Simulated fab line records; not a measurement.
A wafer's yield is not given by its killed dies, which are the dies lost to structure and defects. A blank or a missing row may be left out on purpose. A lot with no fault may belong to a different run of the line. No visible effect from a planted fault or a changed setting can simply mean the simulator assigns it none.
Matching of chambers / flow sky130 / rieDiel-04 running SKY_VIA2_ETCH_15: 4 sister chambers
The step etches SiO2 in C4F8/O2/Ar, stops on TiN, target depth 546 nm, time 84 s. 8 wafers are shown with their chamber, then 10 later ones without.

## WAFERS, EACH WITH ITS CHAMBER
wafer=L077.2; chamber=0; oesProductAu (a.u.)=0.937
wafer=L079.5; chamber=0; oesProductAu (a.u.)=0.935
wafer=L082.6; chamber=1; oesProductAu (a.u.)=0.941
wafer=L087.2; chamber=2; oesProductAu (a.u.)=0.940
wafer=L087.3; chamber=3; oesProductAu (a.u.)=0.935
wafer=L087.6; chamber=2; oesProductAu (a.u.)=0.938
wafer=L088.1; chamber=3; oesProductAu (a.u.)=0.939
wafer=L088.2; chamber=1; oesProductAu (a.u.)=0.934

## WAFERS WHOSE CHAMBER IS MISSING
wafer=L088.6; oesProductAu (a.u.)=0.937
wafer=L090.1; oesProductAu (a.u.)=0.938
wafer=L090.3; oesProductAu (a.u.)=0.936
wafer=L090.5; oesProductAu (a.u.)=0.935
wafer=L091.1; oesProductAu (a.u.)=0.941
wafer=L091.2; oesProductAu (a.u.)=0.936
wafer=L091.6; oesProductAu (a.u.)=0.939
wafer=L092.1; oesProductAu (a.u.)=0.933
wafer=L092.4; oesProductAu (a.u.)=0.929
wafer=L092.6; oesProductAu (a.u.)=0.942

## CHAMBER TAKEN BY EACH
wafer=L088.6; from the rows above=can't be placed: 3 or 1 or 0 or 2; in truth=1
wafer=L090.1; from the rows above=can't be placed: 1 or 3 or 2 or 0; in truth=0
wafer=L090.3; from the rows above=can't be placed: 0 or 3 or 1 or 2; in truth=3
wafer=L090.5; from the rows above=can't be placed: 0 or 3 or 1 or 2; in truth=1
wafer=L091.1; from the rows above=can't be placed: 2 or 1 or 3 or 0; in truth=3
wafer=L091.2; from the rows above=can't be placed: 0 or 3 or 1 or 2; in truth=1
wafer=L091.6; from the rows above=can't be placed: 2 or 1 or 3 or 0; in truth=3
wafer=L092.1; from the rows above=can't be placed: 0 or 3 or 1 or 2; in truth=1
wafer=L092.4; from the rows above=can't be placed: 0 or 3 or 1 or 2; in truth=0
wafer=L092.6; from the rows above=can't be placed: 2 or 1 or 3 or 0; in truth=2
Correctly placed: 0 of 10. Cannot be placed on the basis of these rows: 10; the candidates contain the true chamber in 10. 0 placed wrongly.
How it was worked out, from the rows above alone: a wafer's distance from a chamber is the root of the sum, over the readings, of the square of ((its reading less the chamber's mean) divided by the reading's scatter). The wafer belongs to the nearest chamber; if the next one is less than 2 further off, it can't be placed. The mean given for a chamber averages the wafers shown for that chamber. The scatter: take each reading less its chamber's mean, square it, sum over the shown wafers, divide by the number of wafers less the number of chambers, and take the root.
